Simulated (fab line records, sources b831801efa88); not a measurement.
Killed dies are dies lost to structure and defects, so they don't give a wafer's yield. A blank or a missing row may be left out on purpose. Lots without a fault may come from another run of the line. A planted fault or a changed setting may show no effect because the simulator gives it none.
Which tool did it? | flow sky130 | 13 lots, 38 wafers sampled, at 5 steps of a route of 708

WHAT THE GAUGES READ, wafer by wafer
SKY_VT_ADJUST_PCH_OVL_MEAS_07.
lot  | measured     | on         | VT_ADJUST_PCH_OVL (nm)
L196 | day 10 09:43 | overlay-01 | 0.2 1.4 4.1
L198 | day 11 06:10 | overlay-01 | 0.5 -0.1 1.4
L199 | day 11 11:38 | overlay-01 | 1.5 0.9 2.3
L200 | day 11 18:25 | overlay-02 | -0.1 -1.2 -1.8
L202 | day 12 05:43 | overlay-01 | -1.2 0.0 -1.1
L205 | day 13 06:49 | overlay-02 | 1.9 0.9 2.1
L206 | day 13 11:52 | overlay-02 | -2.1 -1.1 -2.2
L207 | day 13 20:31 | overlay-02 | 1.3 0.4 -0.2
L208 | day 14 05:34 | overlay-01 | 1.0 -1.2 -1.5
L209 | day 14 10:36 | overlay-01 | 2.8 1.0 2.2
L212 | day 16 01:34 | overlay-02 | 0.1 1.1 1.8
L216 | day 16 16:43 | overlay-02 | -0.4 -0.6
L217 | day 17 04:46 | overlay-02 | -1.7 -1.7 0.0

SKY_SONOS_TUNNEL_OVL_MEAS_08.
lot  | measured     | on         | SONOS_TUNNEL_OVL (nm)
L196 | day 11 09:08 | overlay-02 | 1.0 -0.1 1.6
L198 | day 12 06:56 | overlay-02 | 0.5 1.4 1.3
L199 | day 12 11:17 | overlay-01 | 2.2 4.4 4.3
L200 | day 12 19:05 | overlay-01 | 0.0 -0.8 -2.7
L202 | day 13 06:53 | overlay-01 | 0.6 0.8 3.5
L205 | day 14 08:38 | overlay-01 | 0.7 1.0 2.0
L206 | day 14 14:32 | overlay-01 | -1.0 1.0 -0.8
L207 | day 14 23:47 | overlay-01 | 0.7 -0.1 -1.2
L208 | day 15 09:11 | overlay-01 | -0.5 -0.2 -1.1
L209 | day 15 13:29 | overlay-02 | 1.1 0.1 1.8
L212 | day 17 06:11 | overlay-02 | 2.5 1.4 0.9
L216 | day 17 22:20 | overlay-02 | -0.4 -0.6
L217 | day 18 10:05 | overlay-01 | 1.5 -0.9 1.8

SKY_SONOS_TUNNEL_TW_MEAS_12.
lot  | measured     | on            | SONOS_TUNNEL_TW
L196 | day 11 09:35 | film_metro-03 | 196.8 196.9 196.4
L198 | day 12 07:23 | film_metro-01 | 196.6 196.6 196.3
L199 | day 12 11:45 | film_metro-04 | 198.4 197.8 197.7
L200 | day 12 19:33 | film_metro-04 | 198.5 198.3 197.5
L202 | day 13 07:21 | film_metro-03 | 195.9 196.0 196.4
L205 | day 14 09:06 | film_metro-04 | 197.3 197.4 197.1
L206 | day 14 14:59 | film_metro-01 | 198.3 197.9 197.5
L207 | day 15 00:16 | film_metro-01 | 196.4 196.6 197.4
L208 | day 15 09:38 | film_metro-01 | 197.5 197.3 197.2
L209 | day 15 13:57 | film_metro-04 | 198.5 198.9 196.5
L212 | day 17 06:38 | film_metro-01 | 196.8 183.6 196.0
L216 | day 17 22:47 | film_metro-04 | 198.8 185.6
L217 | day 18 10:35 | film_metro-03 | 183.8 195.0 196.0

WHICH TOOL RAN EACH LOT (tool, then ch and the chambers of the sampled wafers, then the start)
lot  | SKY_VT_ADJUST_NCORE_STRIP_10         | SKY_SONOS_TUNNEL_IMPLANT_09
L196 | plasma_asher-02 ch 0,1, day 8 14:43  | implanter-03 ch 0, day 11 09:10
L198 | plasma_asher-04 ch 0,1, day 9 07:20  | implanter-02 ch 0, day 12 06:58
L199 | plasma_asher-03 ch 0,1, day 9 13:32  | implanter-02 ch 0, day 12 11:22
L200 | plasma_asher-04 ch 0,1, day 9 18:56  | implanter-04 ch 0, day 12 19:07
L202 | plasma_asher-02 ch 0,1, day 10 05:41 | implanter-03 ch 0, day 13 06:57
L205 | plasma_asher-02 ch 0,1, day 11 05:28 | implanter-02 ch 0, day 14 08:40
L206 | plasma_asher-04 ch 0,1, day 11 10:50 | implanter-03 ch 0, day 14 14:34
L207 | plasma_asher-04 ch 0,1, day 11 18:58 | implanter-03 ch 0, day 14 23:50
L208 | plasma_asher-03 ch 0, day 12 03:19   | implanter-03 ch 0, day 15 09:13
L209 | plasma_asher-03 ch 0,1, day 12 07:52 | implanter-03 ch 0, day 15 13:31
L212 | plasma_asher-04 ch 0,1, day 13 19:38 | implanter-03 ch 0, day 17 06:13
L216 | plasma_asher-02 ch 0,1, day 14 10:25 | implanter-03 ch 0, day 17 22:22
L217 | plasma_asher-03 ch 0,1, day 14 21:25 | implanter-03 ch 0, day 18 10:08
- SKY_VT_ADJUST_NCORE_STRIP_10: strips in O2/N2.
- SKY_SONOS_TUNNEL_IMPLANT_09

WHAT THE TOOLS THEMSELVES READ (means of the sampled wafers that have a number; where no wafer has one, the mark that the record gives instead)
SKY_VT_ADJUST_NCORE_STRIP_10.
lot  | tool            | drypump_motor_current_A (A) | oes_product_au (a.u.) | strip_time_to_endpoint_s (s)
L196 | plasma_asher-02 | 5.8                         | 0.716                 | 14.21
L198 | plasma_asher-04 | 5.8                         | 0.721                 | 14.23
L199 | plasma_asher-03 | 5.9                         | 0.714                 | 14.23
L200 | plasma_asher-04 | 5.8                         | 0.718                 | 14.21
L202 | plasma_asher-02 | 5.9                         | 0.719                 | 14.20
L205 | plasma_asher-02 | 6.2                         | 0.710                 | 14.17
L206 | plasma_asher-04 | 5.8                         | 0.717                 | 14.22
L207 | plasma_asher-04 | 5.9                         | 0.712                 | 14.21
L208 | plasma_asher-03 | 5.8                         | 0.712                 | 14.18
L209 | plasma_asher-03 | 5.9                         | 0.715                 | 14.18
L212 | plasma_asher-04 | 5.8                         | 0.715                 | 14.22
L216 | plasma_asher-02 | 6.0                         | 0.708                 | 14.23
L217 | plasma_asher-03 | 5.9                         | 0.720                 | 14.17

SKY_SONOS_TUNNEL_IMPLANT_09.
lot  | tool         | beam_on_s (s) | faraday_current_uA
L196 | implanter-03 | 10.16         | 5.55
L198 | implanter-02 | 10.03         | 5.61
L199 | implanter-02 | 10.01         | 5.63
L200 | implanter-04 | 10.00         | 5.63
L202 | implanter-03 | 10.12         | 5.57
L205 | implanter-02 | 10.16         | 5.56
L206 | implanter-03 | 10.29         | 5.46
L207 | implanter-03 | 9.89          | 5.69
L208 | implanter-03 | 10.09         | 5.61
L209 | implanter-03 | 9.84          | 5.72
L212 | implanter-03 | 9.26          | 6.18
L216 | implanter-03 | 8.83          | 6.42
L217 | implanter-03 | 9.27          | 6.16

THE ANSWER, worked out from the rows above alone
Rule: what is usual is taken from the lots themselves. Put in order of their means at a reading, lots are off if they are a third of the lots or fewer, leave a main group of 4 or more, and stand apart from it by a gap of 3 or more times the standard deviation of the main group's means; of several such gaps the widest counts. A main group whose means are all the same, to the digits that the tables above print for the reading, isn't used. A lot without any number at a reading at which 4 lots or more have one is off too. The other lots that the step has rows for count as sound. The gauges are gone through in route order, then the tools' own readings, and for those a lot's mean is taken as printed above. The first step at which some lot is off is used, and at that step the reading that is off furthest; a lot without a number counts as furthest.
Off: L212, L216, L217, at SKY_SONOS_TUNNEL_TW_MEAS_12 (SONOS_TUNNEL_TW). The main group: mean 197.3, standard deviation 0.68.
A tool fits if, at a process step before that reading, it ran every lot that is off, and no sound lot after the first of them. The gauges at SKY_SONOS_TUNNEL_TW_MEAS_12 aren't tried: what is off there is off at SKY_SONOS_TUNNEL_IMPLANT_09 too, on other tools, and a gauge's error can't cause that. One fits: implanter-03 at SKY_SONOS_TUNNEL_IMPLANT_09. Its last sound lot is L209 (day 15 13:31), its first lot that is off L212 (day 17 06:13): a fault that began between those two fits.
The tool's own readings at SKY_SONOS_TUNNEL_IMPLANT_09 bear it out: on the lots that are off they differ by more than 5 times the standard deviation of the sound lots' means. beam_on_s reads 9.12 s there against 10.06 s on the sound lots; faraday_current_uA reads 6.25 there against 5.60 on the sound lots.

WHAT THE SIMULATOR HAD PUT IN
Process parameter drift: implanter-03, from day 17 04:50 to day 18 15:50, at SKY_SONOS_TUNNEL_IMPLANT_09. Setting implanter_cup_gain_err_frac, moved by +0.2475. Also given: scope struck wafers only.
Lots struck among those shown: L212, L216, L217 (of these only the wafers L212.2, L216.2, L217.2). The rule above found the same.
